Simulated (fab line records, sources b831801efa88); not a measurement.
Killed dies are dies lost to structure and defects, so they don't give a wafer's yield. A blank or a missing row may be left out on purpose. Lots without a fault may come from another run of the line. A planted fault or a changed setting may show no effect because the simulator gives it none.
A struck lot beside a sound one | flow sky130 | 29 steps out of a route of 708
Sound: wafers L443.1, L443.2, L443.6. Struck: wafers L455.1, L455.3, L455.4. The cause comes at the end.
At each step with rows: each side's tool, then ch and its chambers, then its first start. Under that, the readings that differ: sound wafers | struck wafers | difference of the means | sigmas: that difference in standard deviations of wafers without a fault.
alike: readings whose means differ by less than 2 such deviations, and words and numbers that are the same on both sides. not compared: withheld readings, readings that some wafer has no value for, bounds like >300 that may hide the same value, and numbers for which the record gives no deviation and whose values overlap.
The two part at a step that has a row with sigmas, a row that says differs or no value, or rows on one side only. Numbers that don't overlap but have no deviation are shown without sigmas and don't part them. A reading that every wafer of one side lacks parts them only if that side has two wafers or more.

first, 8 steps without rows for these wafers: SKY_LOCAL_INTERCONNECT_ETCH_13 (etches BARC in N2/H2, stops on SiO2, time 45.9 s, target depth 60 nm); SKY_LOCAL_INTERCONNECT_METAL_ETCH_14 (etches TiN in Cl2/BCl3, stops on PSG, target depth 110 nm, time 31.4 s); SKY_LOCAL_INTERCONNECT_STRIP_15 (strips in O2/N2); SKY_LOCAL_INTERCONNECT_STRIP_16 (strips in post etch residue remover, time 1200 s); SKY_LOCAL_INTERCONNECT_CLEAN_17 (cleans in IPA, time 180 s); SKY_LOCAL_INTERCONNECT_CLEAN_18 (cleans in O3/DIW); SKY_CONTACT_CVD_00 (deposits Si3N4, target thk 75 nm); SKY_CONTACT_HDPCVD_02 (deposits SiO2, target thk 565 nm, time 94.2 s).
SKY_CONTACT_CMP_04: polishes SiO2.
  sound on cmp-02 ch 0,1,3, day 31 19:31; struck on cmp-02 ch 0,1,3, day 35 22:13
  reading                                     | sound             | struck            | difference | sigmas
  time_to_endpoint_s (s)                      | 81 78 83          | 108 106 107       | +26        | +7
  model.SiO2_of_CONTACT_HDPCVD_02.thk_nm (nm) | 341.3 339.7 339.2 | 418.2 414.4 416.2 | +76.2      |
  alike: motor_current_A
then, 9 steps without rows for these wafers: SKY_CONTACT_DEHYDRATE_06 (time 60 s); SKY_CONTACT_HMDS_07 (prime time 60 s); SKY_CONTACT_COAT_08 (resist thk 60 nm); SKY_CONTACT_COAT_09 (resist thk 450 nm); SKY_CONTACT_SOFTBAKE_10 (time 90 s); SKY_CONTACT_EXPOSE_11 (exposes mask CTM1, target cd 170 nm); SKY_CONTACT_PEB_12; SKY_CONTACT_DEVELOP_13 (develop time 60 s); SKY_CONTACT_ETCH_16 (etches BARC in N2/H2, stops on SiO2, time 45.9 s, target depth 60 nm).
SKY_CONTACT_ETCH_17: etches SiO2 in C4F8/O2/Ar, stops on Si3N4, target depth 340 nm.
  sound on rie_diel-03 ch 2,3, day 32 22:20; struck on rie_diel-01 ch 0,1,3, day 37 01:03
  reading                             | sound             | struck            | difference | sigmas
  oes_product_au (a.u.)               | 0.896 0.883 0.889 | 0.990 0.983 0.973 | +0.093     | +20
  model.etch.depth_nm (nm)            | 341.3 339.7 339.2 | 402.1 400.5 392.7 | +58.4      |
  model.CONTACT.feature_depth_nm (nm) | 341.3 339.7 339.2 | 402.1 400.5 392.7 | +58.4      |
then, 7 steps without rows for these wafers: SKY_CONTACT_ETCH_18 (etches Si3N4 in CHF3/O2, stops on TiN, time 39 s, target depth 75 nm); SKY_CONTACT_STRIP_19 (strips in O2/N2); SKY_CONTACT_STRIP_20 (strips in post etch residue remover, time 1200 s); SKY_CONTACT_CLEAN_21 (cleans in IPA, time 180 s); SKY_CONTACT_CLEAN_22 (cleans in O3/DIW); SKY_CONTACT_SPUTTER_23 (material TiN, target thk 20 nm, time 80 s); SKY_CONTACT_CVD_24 (deposits W, target thk 340 nm, time 102.12 s).
SKY_CONTACT_CMP_27: polishes, stops on SiO2, t overpolish 15 s, target thk 0 nm.
  sound on cmp-01 ch 0,2, day 32 23:26; struck on cmp-02 ch 0,1,2, day 37 02:07
  reading                                     | sound             | struck        | difference | sigmas
  model.SiO2_of_CONTACT_HDPCVD_02.thk_nm (nm) | 338.1 336.5 336.1 | 415 411.2 413 | +76        |
  alike: motor_current_A
then, 1 step without rows for these wafers: SKY_METAL1_SPUTTER_00 (material Ti, target thk 15 nm, time 10 s).
-- the record jumps here: 13 days lie between the struck wafers' starts before and after (it left off in module METAL1 and takes up again in module PAD_OPEN, whose first step shown is number 708 of the route) --
SKY_PAD_OPEN_PROBE_99:
  sound on prober-01, day 46 19:04; struck on prober-02, day 49 18:49
  reading            | sound    | struck      | difference | sigmas
  killed_at_contacts | 16 23 19 | 225 255 340 | +254       | +48
  killed_dies        | 76 92 62 | 291 308 395 | +255       | +27
  killed_on_rim      | 6 24 15  | 71 75 89    | +63        | +15
  alike: killed_at_M0_to_M3, killed_at_M4_up, killed_at_front_end, killed_at_other, killed_open, killed_short

WHERE THEY PART
First at SKY_CONTACT_CMP_04; last, within this record, at SKY_PAD_OPEN_PROBE_99.

WHY: what the simulator had put in
Process parameter drift: cmp-02, from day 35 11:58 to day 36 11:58, at SKY_CONTACT_CMP_04. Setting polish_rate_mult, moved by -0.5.
